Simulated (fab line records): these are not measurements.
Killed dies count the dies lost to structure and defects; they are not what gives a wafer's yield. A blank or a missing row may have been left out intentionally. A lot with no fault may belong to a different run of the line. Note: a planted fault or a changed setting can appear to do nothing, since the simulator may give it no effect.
Chamber matching	flow sky130	cmp-02 running SKY_VIA2_CMP_24: 4 sister chambers
The step polishes, stops on SiO2, t overpolish 20 s, target thk 0 nm. 4 wafers are shown with their chamber, then 12 later ones without.

EACH WAFER AND ITS CHAMBER
wafer	chamber	motorCurrentA (A)
L087.5	1	12.2
L094.6	3	9.3
L095.1	0	9.8
L095.5	2	12.4

WAFERS WITH NO CHAMBER GIVEN
wafer	motorCurrentA (A)
L095.2	12.4
L095.4	9.5
L095.6	10.0
L096.1	12.1
L096.2	12.3
L096.4	10.2
L096.3	9.9
L096.5	12.7
L096.6	9.8
L097.1	12.5
L097.2	9.2
L097.5	12.1

WHICH CHAMBER EACH WENT THROUGH
wafer	from the rows above	in truth
L095.2	can't be placed: 2 or 1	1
L095.4	can't be placed: 3 or 0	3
L095.6	0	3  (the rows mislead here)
L096.1	can't be placed: 1 or 2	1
L096.2	can't be placed: 2 or 1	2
L096.4	0	0
L096.3	0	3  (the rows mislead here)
L096.5	can't be placed: 2 or 1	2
L096.6	0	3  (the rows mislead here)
L097.1	can't be placed: 2 or 1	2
L097.2	3	3
L097.5	can't be placed: 1 or 2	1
Correctly placed: 2 of 12. Unplaceable from these rows: 7, with the true chamber sitting among the candidates in 7. Placed wrongly: 3.
How it was worked out, from the rows above alone: a wafer's distance from a chamber is the root of the sum, over the readings, of the square of ((its reading less the chamber's mean) divided by the reading's scatter). The wafer belongs to the nearest chamber; if the next one is less than 2 further off, it can't be placed. The mean given for a chamber averages the wafers shown for that chamber. The scatter: root of mean squared gap, hidden wafer to nearest shown wafer, with one shown wafer a chamber.
